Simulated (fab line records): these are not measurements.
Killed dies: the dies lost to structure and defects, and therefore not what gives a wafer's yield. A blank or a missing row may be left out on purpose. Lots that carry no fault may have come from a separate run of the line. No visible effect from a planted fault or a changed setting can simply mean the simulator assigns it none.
The tool behind it: which one? -- flow sky130 -- 42 wafers from 14 lots sampled at 6 of the route's 708 steps

## WHAT THE GAUGES SHOWED, per wafer
SKY_METAL1_OVL_MEAS_16.
lot,measured,on,METAL1_OVL (nm)
L913,day 32 23:40,overlay-01,-3 3 -8
L914,day 33 02:05,overlay-01,3 -5 -4
L915,day 33 11:55,overlay-01,-5 -6 -7
L916,day 33 19:16,overlay-02,0 1 -4
L918,day 34 20:22,overlay-01,1 -2 4
L920,day 36 00:58,overlay-01,7 7 6
L922,day 36 11:50,overlay-02,5 3 3
L924,day 36 17:59,overlay-02,2 3 -4
L925,day 37 08:22,overlay-01,-6 2 -1
L930,day 38 11:00,overlay-02,-2 -3 1
L932,day 38 22:28,overlay-01,2 1 1
L933,day 38 23:34,overlay-01,2 -1 0
L934,day 39 15:04,overlay-01,8 7 6
L935,day 39 22:38,overlay-02,-10 6 -2

SKY_METAL2_RS_MEAS_05: measures by four-point-probe.
lot,measured,on,METAL2_ALCU_RS (ohm/sq)
L913,day 34 05:53,film-metro-04,0.1280 0.1278 0.1280
L914,day 34 07:35,film-metro-02,0.1255 0.1274 0.1255
L915,day 34 19:31,film-metro-02,0.1285 0.1259 0.1253
L916,day 35 01:02,film-metro-01,0.1258 0.1261 0.1242
L918,day 36 02:10,film-metro-02,0.1273 0.1259 0.1278
L920,day 37 06:37,film-metro-01,0.1253 0.1250 0.1234
L922,day 37 16:34,film-metro-02,0.1277 0.0824 0.1262
L924,day 37 22:35,film-metro-04,0.1272 0.1272 0.1292
L925,day 38 12:57,film-metro-01,0.1248 0.0820 0.1261
L930,day 39 16:16,film-metro-02,0.1255 0.1267 0.1287
L932,day 40 01:25,film-metro-04,0.1283 0.1277 0.1280
L933,day 40 01:26,film-metro-01,0.1264 0.1284 0.1287
L934,day 40 18:44,film-metro-02,0.1261 0.1260 0.1268
L935,day 41 02:19,film-metro-02,0.1277 0.1259 0.1276

SKY_METAL2_THK_MEAS_06: measures by xrf.
lot,measured,on,METAL2_ALCU_THK (nm)
L913,day 34 05:59,film-metro-04,249 251 250
L914,day 34 07:43,film-metro-02,254 249 253
L915,day 34 19:37,film-metro-02,248 254 255
L916,day 35 01:09,film-metro-01,254 254 253
L918,day 36 02:16,film-metro-02,249 253 250
L920,day 37 06:43,film-metro-01,255 256 260
L922,day 37 16:40,film-metro-02,250 386 251
L924,day 37 22:41,film-metro-04,251 251 246
L925,day 38 13:04,film-metro-01,252 385 252
L930,day 39 16:23,film-metro-02,254 249 249
L932,day 40 01:32,film-metro-04,247 248 248
L933,day 40 01:33,film-metro-01,250 247 246
L934,day 40 18:52,film-metro-02,252 253 251
L935,day 41 02:25,film-metro-02,252 252 253

## WHAT TOOL EACH LOT RAN ON (gives the tool, then ch and the chambers of the sampled wafers, and finally the start)
lot,SKY_VIA1_CMP_02,SKY_VIA1_STRIP_16,SKY_METAL2_SPUTTER_02
L913,"cmp-02 ch 0,2,3, day 33 00:42","plasma-asher-04 ch 0,1, day 34 04:30","pvd-sputter-03, day 34 05:46"
L914,"cmp-02 ch 0,1,2, day 33 03:10","plasma-asher-04 ch 0,1, day 34 06:14","pvd-sputter-02, day 34 07:30"
L915,"cmp-02 ch 0,1, day 33 12:56","plasma-asher-01 ch 0,1, day 34 18:01","pvd-sputter-02, day 34 19:23"
L916,"cmp-01 ch 2,3, day 33 20:17","plasma-asher-03 ch 0,1, day 34 23:39","pvd-sputter-01, day 35 00:55"
L918,"cmp-02 ch 1,3, day 34 21:26","plasma-asher-03 ch 1, day 35 23:56","pvd-sputter-03, day 36 02:03"
L920,"cmp-02 ch 2,3, day 36 02:18","plasma-asher-03 ch 0,1, day 37 05:14","pvd-sputter-01, day 37 06:30"
L922,"cmp-02 ch 0,3, day 36 12:52","plasma-asher-03 ch 0,1, day 37 15:11","pvd-sputter-03, day 37 16:26"
L924,"cmp-01 ch 0,1,3, day 36 19:01","plasma-asher-03 ch 0,1, day 37 21:06","pvd-sputter-02, day 37 22:28"
L925,"cmp-01 ch 0,2,3, day 37 09:40","plasma-asher-01 ch 0,1, day 38 11:29","pvd-sputter-03, day 38 12:50"
L930,"cmp-02 ch 0,2,3, day 38 11:59","plasma-asher-04 ch 0,1, day 39 13:17","pvd-sputter-02, day 39 16:10"
L932,"cmp-01 ch 0,1,2, day 38 23:27","plasma-asher-03 ch 0,1, day 40 00:03","pvd-sputter-02, day 40 01:19"
L933,"cmp-01 ch 0,2,3, day 39 00:37","plasma-asher-01 ch 0,1, day 40 00:03","pvd-sputter-01, day 40 01:20"
L934,"cmp-02 ch 2,3, day 39 16:34","plasma-asher-03 ch 0,1, day 40 17:23","pvd-sputter-03, day 40 18:39"
L935,"cmp-01 ch 0,1, day 39 23:40","plasma-asher-03 ch 0,1, day 41 00:55","pvd-sputter-01, day 41 02:11"
- SKY_VIA1_CMP_02: polishes SiO2.
- SKY_VIA1_STRIP_16: strips in O2/N2.
- SKY_METAL2_SPUTTER_02: material AlCu, target thk 250 nm, time 13.3 s.

## WHAT THE TOOLS THEMSELVES READ (means of the sampled wafers that have a number; where no wafer has one, the mark that the record gives instead)
SKY_VIA1_CMP_02.
lot,tool,motor-current-A (A)
L913,cmp-02,11.5
L914,cmp-02,11.7
L915,cmp-02,12.8
L916,cmp-01,12.5
L918,cmp-02,11.4
L920,cmp-02,10.9
L922,cmp-02,12.6
L924,cmp-01,12.6
L925,cmp-01,13.5
L930,cmp-02,11.6
L932,cmp-01,13.1
L933,cmp-01,12.6
L934,cmp-02,10.4
L935,cmp-01,12.3

SKY_VIA1_STRIP_16.
lot,tool,drypump-motor-current-A (A),oes-product-au (a.u.),strip-time-to-endpoint-s (s)
L913,plasma-asher-04,5.6,0.415,4.502
L914,plasma-asher-04,5.6,0.413,4.453
L915,plasma-asher-01,5.7,0.416,4.459
L916,plasma-asher-03,5.9,0.416,4.486
L918,plasma-asher-03,6.0,0.419,4.441
L920,plasma-asher-03,5.9,0.418,4.451
L922,plasma-asher-03,5.9,0.423,4.490
L924,plasma-asher-03,5.9,0.415,4.441
L925,plasma-asher-01,5.6,0.417,4.459
L930,plasma-asher-04,5.3,0.416,4.464
L932,plasma-asher-03,5.9,0.418,4.477
L933,plasma-asher-01,5.5,0.412,4.467
L934,plasma-asher-03,5.9,0.413,4.459
L935,plasma-asher-03,5.8,0.419,4.463

SKY_METAL2_SPUTTER_02.
lot,tool,cathode-dc-power-W (W),throttle-valve-pct (%)
L913,pvd-sputter-03,10599,29.6
L914,pvd-sputter-02,10600,30.1
L915,pvd-sputter-02,10600,29.8
L916,pvd-sputter-01,10601,30.1
L918,pvd-sputter-03,10599,30.1
L920,pvd-sputter-01,10598,30.1
L922,pvd-sputter-03,10599,30.4
L924,pvd-sputter-02,10600,30.0
L925,pvd-sputter-03,10602,29.8
L930,pvd-sputter-02,10599,29.9
L932,pvd-sputter-02,10600,29.9
L933,pvd-sputter-01,10598,29.4
L934,pvd-sputter-03,10600,31.5
L935,pvd-sputter-01,10601,30.2

## THE ANSWER, worked out from the rows above alone
Rule: what is usual is taken from the lots themselves. Put in order of their means at a reading, lots are off if they are a third of the lots or fewer, leave a main group of 4 or more, and stand apart from it by a gap of 3 or more times the standard deviation of the main group's means; of several such gaps the widest counts. A main group is skipped when, at the precision printed for the reading in the tables above, its means are all equal. A lot without any number at a reading at which 4 lots or more have one is off too. The other lots that the step has rows for count as sound. Order of review: gauges by route order, followed by the tools' own readings, for which a lot's mean as printed above is used. The first step at which some lot is off is used, and at that step the reading that is off furthest; a lot without a number counts as furthest.
Off: L922, L925, seen at SKY_METAL2_RS_MEAS_05 (METAL2_ALCU_RS). For the main group the mean is 0.1268 ohm/sq and the standard deviation 0.001.
A tool fits if, at a process step before that reading, it ran every lot that is off, and no sound lot after the first of them. Those tools and the gauges at SKY_METAL2_RS_MEAS_05 are tried in the same way. None of those tried fits.

## WHAT THE SIMULATOR HAD INSERTED
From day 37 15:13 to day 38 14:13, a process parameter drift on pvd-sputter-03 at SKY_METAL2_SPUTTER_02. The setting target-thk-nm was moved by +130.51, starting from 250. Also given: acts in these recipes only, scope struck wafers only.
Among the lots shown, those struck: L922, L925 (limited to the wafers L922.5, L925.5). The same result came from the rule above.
